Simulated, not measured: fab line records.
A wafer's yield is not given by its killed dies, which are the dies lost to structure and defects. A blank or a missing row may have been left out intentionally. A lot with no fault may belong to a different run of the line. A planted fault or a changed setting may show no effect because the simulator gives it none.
The tool behind it: which one? || flow gf180mcu || 18 wafers sampled from 6 lots at 1 step of a route of 602

## WHAT THE GAUGES READ, wafer by wafer
GF_VT_IMPLANT_OVL_MEAS_07.
{"lot": "L807", "measured": "day 6 00:11", "on": "overlay-02", "VT_IMPLANT_OVL (nm)": "2.2 0.2 2.6"}
{"lot": "L809", "measured": "day 6 12:02", "on": "overlay-02", "VT_IMPLANT_OVL (nm)": "-0.1 0.6 0.6"}
{"lot": "L811", "measured": "day 6 22:14", "on": "overlay-02", "VT_IMPLANT_OVL (nm)": "4.5 2.9 3.1"}
{"lot": "L814", "measured": "day 7 20:32", "on": "overlay-02", "VT_IMPLANT_OVL (nm)": "0.4 3.1 0.0"}
{"lot": "L820", "measured": "day 9 05:35", "on": "overlay-01", "VT_IMPLANT_OVL (nm)": "2.4 1.2 3.4"}
{"lot": "L822", "measured": "day 9 13:11", "on": "overlay-02", "VT_IMPLANT_OVL (nm)": "0.6 0.9 1.2"}

## WHICH TOOL RAN EACH LOT (tool, then ch and the chambers of the sampled wafers, then the start)
Before these readings, the record contains no process step.

## THE ANSWER, worked out from the rows above alone
Rule: usual is defined by the lots themselves. Put in order of their means at a reading, lots are off if they are a third of the lots or fewer, leave a main group of 4 or more, and stand apart from it by a gap of 3 or more times the standard deviation of the main group's means; of several such gaps the widest counts. If all means in a main group match to the digits the tables above print for the reading, that group is not used. Also off: a lot with no number at a reading for which 4 or more lots have one. Where the step has rows for the other lots, those lots are counted as sound.
Nothing can be told from this: no lot is off at any reading shown.

## WHAT WAS PUT IN BY THE SIMULATOR
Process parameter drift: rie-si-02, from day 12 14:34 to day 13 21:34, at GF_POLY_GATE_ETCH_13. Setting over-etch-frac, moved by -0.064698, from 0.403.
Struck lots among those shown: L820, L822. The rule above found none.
